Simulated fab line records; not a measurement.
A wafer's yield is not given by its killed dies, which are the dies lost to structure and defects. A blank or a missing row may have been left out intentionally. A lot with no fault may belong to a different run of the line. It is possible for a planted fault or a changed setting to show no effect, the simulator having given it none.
What tool caused it? | flow gf180mcu | Sampling: 12 lots, 36 wafers, 7 of 602 route steps

WHAT THE GAUGES READ, wafer by wafer
GF_HV_LDD_CD_MEAS_46: target cd 400 nm.
lot  | measured     | on       | cdNm (nm)
L961 | day 12 11:59 | cdSem-02 | 399.1 397.4 401.9
L962 | day 13 02:56 | cdSem-01 | 401.9 401.2 400.2
L963 | day 13 14:09 | cdSem-01 | 400.9 402.2 401.3
L964 | day 13 18:47 | cdSem-02 | 400.6 402.6 402.0
L965 | day 14 05:05 | cdSem-02 | 401.7 401.2 399.9
L966 | day 14 12:31 | cdSem-01 | 399.5 399.5 397.6
L967 | day 15 00:14 | cdSem-02 | 399.8 401.1 402.7
L968 | day 15 00:55 | cdSem-02 | 398.2 398.0 397.7
L971 | day 16 00:29 | cdSem-02 | 400.1 403.5 399.5
L972 | day 16 10:31 | cdSem-02 | 403.5 403.4 402.7
L973 | day 16 18:44 | cdSem-01 | 403.7 403.1 402.2
L974 | day 16 23:40 | cdSem-02 | 403.3 401.8 402.3

GF_PSD_TW_MEAS_11.
lot  | measured     | on           | PSD_TW
L961 | day 14 08:52 | filmMetro-03 | 3187 3174 3167
L962 | day 15 00:26 | filmMetro-03 | 3149 3165 3172
L963 | day 15 11:49 | filmMetro-04 | 3209 3210 3234
L964 | day 15 17:07 | filmMetro-01 | 3096 3118 3110
L965 | day 16 04:07 | filmMetro-03 | 3167 3165 3183
L966 | day 16 11:35 | filmMetro-04 | 3215 3210 3234
L967 | day 17 01:55 | filmMetro-04 | 3220 3229 3230
L968 | day 17 02:11 | filmMetro-03 | 3182 3170 3167
L971 | day 18 01:45 | filmMetro-01 | 2162 2140 2143 2156 2164 2153
L972 | day 18 12:19 | filmMetro-04 | 2175 2179 2182 2187 2177 2178
L973 | day 18 21:06 | filmMetro-04 | 2198 2179 2207 2189 2188 2181
L974 | day 19 03:10 | filmMetro-04 | 2182 2179 2188 2188 2179 2188

GF_PSD_RS_MEAS_15: measurement is done with a four-point probe.
lot  | measured     | on           | PSD_RS (ohm/sq)
L961 | day 14 09:11 | filmMetro-04 | 108.39 108.21 108.32
L962 | day 15 00:47 | filmMetro-01 | 108.90 108.92 108.70
L963 | day 15 12:08 | filmMetro-04 | 108.36 108.25 108.45
L964 | day 15 17:26 | filmMetro-03 | 108.73 108.41 108.87
L965 | day 16 04:28 | filmMetro-03 | 109.19 108.99 108.97
L966 | day 16 11:54 | filmMetro-01 | 108.79 108.49 108.78
L967 | day 17 02:14 | filmMetro-01 | 108.92 109.33 108.85
L968 | day 17 02:31 | filmMetro-03 | 108.86 108.32 108.45
L971 | day 18 08:14 | filmMetro-04 | 78.50 78.65 78.80 78.48 78.85 78.67
L972 | day 18 15:45 | filmMetro-04 | 79.63 79.74 79.61 79.73 79.78 79.69
L973 | day 18 23:57 | filmMetro-03 | 78.67 78.89 78.53 78.65 78.61 78.83
L974 | day 19 06:01 | filmMetro-03 | 79.04 79.00 79.31 78.96 79.05 79.09

GF_SAB_OVL_MEAS_10.
lot  | measured     | on         | SAB_OVL (nm)
L961 | day 15 05:43 | overlay-02 | 1.8 0.4 0.1
L962 | day 15 22:30 | overlay-02 | -0.2 -1.8 -0.6
L963 | day 16 10:20 | overlay-02 | 1.0 -1.8 0.9
L964 | day 16 15:41 | overlay-01 | 0.8 0.3 2.1
L965 | day 17 03:25 | overlay-01 | -1.7 0.9 -0.1
L966 | day 17 10:48 | overlay-01 | -1.7 -1.1 -1.2
L967 | day 18 01:43 | overlay-01 | 2.0 2.5 2.8
L968 | day 18 02:01 | overlay-01 | 2.0 1.1 -0.8

EACH LOT AND THE TOOL THAT RAN IT (in order: tool; ch and the chambers of the sampled wafers; start)
lot  | GF_NSD_STRIP_11                     | GF_PSD_IMPLANT_09               | GF_PSD_STRIP_10
L961 | plasmaAsher-04 ch 1, day 13 11:39   | implanter-04 ch 0, day 14 08:37 | plasmaAsher-03 ch 1, day 14 08:46
L962 | plasmaAsher-04 ch 0,1, day 14 02:52 | implanter-01 ch 0, day 15 00:13 | plasmaAsher-03 ch 0,1, day 15 00:21
L963 | plasmaAsher-01 ch 0,1, day 14 14:47 | implanter-04 ch 0, day 15 11:34 | plasmaAsher-04 ch 0,1, day 15 11:43
L964 | plasmaAsher-04 ch 0,1, day 14 18:47 | implanter-04 ch 0, day 15 16:53 | plasmaAsher-04 ch 0,1, day 15 17:00
L965 | plasmaAsher-01 ch 0,1, day 15 06:23 | implanter-01 ch 0, day 16 03:54 | plasmaAsher-03 ch 0,1, day 16 04:02
L966 | plasmaAsher-01 ch 0,1, day 15 13:05 | implanter-02 ch 0, day 16 11:21 | plasmaAsher-04 ch 0,1, day 16 11:28
L967 | plasmaAsher-02 ch 0,1, day 16 03:12 | implanter-02 ch 0, day 17 01:40 | plasmaAsher-03 ch 0,1, day 17 01:49
L968 | plasmaAsher-04 ch 0,1, day 16 03:30 | implanter-01 ch 0, day 17 01:58 | plasmaAsher-02 ch 0,1, day 17 02:05
L971 | plasmaAsher-01 ch 0,1, day 17 02:11 | implanter-02 ch 0, day 18 01:30 | plasmaAsher-03 ch 0,1, day 18 01:39
L972 | plasmaAsher-01 ch 0, day 17 12:29   | implanter-04 ch 0, day 18 12:04 | plasmaAsher-02 ch 0,1, day 18 12:13
L973 | plasmaAsher-04 ch 0,1, day 17 20:58 | implanter-02 ch 0, day 18 20:53 | plasmaAsher-04 ch 0,1, day 18 21:01
L974 | plasmaAsher-01 ch 0,1, day 18 02:48 | implanter-04 ch 0, day 19 02:55 | plasmaAsher-04 ch 1, day 19 03:04
- GF_NSD_STRIP_11: strips in O2/N2.
- GF_PSD_IMPLANT_09
- GF_PSD_STRIP_10: strips in O2/N2.

WHAT THE TOOLS THEMSELVES READ (means of the sampled wafers that have a number; where no wafer has one, the mark that the record gives instead)
GF_NSD_STRIP_11.
lot  | tool           | drypumpMotorCurrentA (A) | heaterPowerW (W) | oesProductAu (a.u.) | stripTimeToEndpointS (s)
L961 | plasmaAsher-04 | 5.2                      | 304              | 0.487               | 23.07
L962 | plasmaAsher-04 | 5.2                      | 307              | 0.486               | 22.97
L963 | plasmaAsher-01 | 5.9                      | 323              | 0.489               | 23.02
L964 | plasmaAsher-04 | 5.2                      | 305              | 0.487               | 22.98
L965 | plasmaAsher-01 | 5.9                      | 324              | 0.486               | 22.92
L966 | plasmaAsher-01 | 5.7                      | 334              | 0.488               | 22.97
L967 | plasmaAsher-02 | 6.2                      | 336              | 0.487               | 23.05
L968 | plasmaAsher-04 | 5.2                      | 307              | 0.487               | 22.99
L971 | plasmaAsher-01 | 5.9                      | 322              | 0.489               | 23.01
L972 | plasmaAsher-01 | 5.5                      | 350              | 0.484               | 22.95
L973 | plasmaAsher-04 | 5.2                      | 303              | 0.489               | 22.92
L974 | plasmaAsher-01 | 5.7                      | 334              | 0.487               | 22.98

GF_PSD_STRIP_10.
lot  | tool           | drypumpMotorCurrentA (A) | heaterPowerW (W) | oesProductAu (a.u.) | stripTimeToEndpointS (s)
L961 | plasmaAsher-03 | 5.5                      | 362              | 0.591               | 16.49
L962 | plasmaAsher-03 | 5.7                      | 350              | 0.594               | 16.50
L963 | plasmaAsher-04 | 5.2                      | 308              | 0.589               | 16.57
L964 | plasmaAsher-04 | 5.2                      | 303              | 0.594               | 16.55
L965 | plasmaAsher-03 | 5.7                      | 348              | 0.594               | 16.58
L966 | plasmaAsher-04 | 5.2                      | 303              | 0.590               | 16.63
L967 | plasmaAsher-03 | 5.9                      | 337              | 0.594               | 16.54
L968 | plasmaAsher-02 | 6.2                      | 334              | 0.590               | 16.51
L971 | plasmaAsher-03 | 5.7                      | 349              | 0.633               | 14.87
L972 | plasmaAsher-02 | 6.0                      | 318              | 0.630               | 14.70
L973 | plasmaAsher-04 | 5.2                      | 303              | 0.633               | 14.83
L974 | plasmaAsher-04 | 5.2                      | 305              | 0.632               | 14.85

THE ANSWER, worked out from the rows above alone
Rule: the lots themselves supply what counts as usual. The widest of any qualifying gaps counts: lots, ordered by their means at a reading, are off when they make up no more than a third of the lots, leave a main group of 4 or more, and stand apart from it by 3 or more times the standard deviation of that group's means. A main group whose means are all the same, to the digits that the tables above print for the reading, isn't used. Also off: a lot with no number at a reading for which 4 or more lots have one. Any other lot the step has rows for is counted as sound. First the gauges in route order, then the tools' own readings, where a lot's mean is used as printed above. At the first step where some lot is off, the reading lying furthest off is the one used; lots without a number count as furthest.
Off: L971, L972, L973, L974, at GF_PSD_TW_MEAS_11 (PSD_TW). The main group has a mean of 3182 with a standard deviation of 37.
If a tool, at a process step before that reading, ran all the lots that are off and no sound lot after the first of them, it fits. Not tried: the gauges at GF_PSD_TW_MEAS_11; whatever is off there is also off at GF_PSD_STRIP_10, on other tools, and gauge error can't account for it. No candidate that was tried fits.

WHAT HAD BEEN PUT IN BY THE SIMULATOR
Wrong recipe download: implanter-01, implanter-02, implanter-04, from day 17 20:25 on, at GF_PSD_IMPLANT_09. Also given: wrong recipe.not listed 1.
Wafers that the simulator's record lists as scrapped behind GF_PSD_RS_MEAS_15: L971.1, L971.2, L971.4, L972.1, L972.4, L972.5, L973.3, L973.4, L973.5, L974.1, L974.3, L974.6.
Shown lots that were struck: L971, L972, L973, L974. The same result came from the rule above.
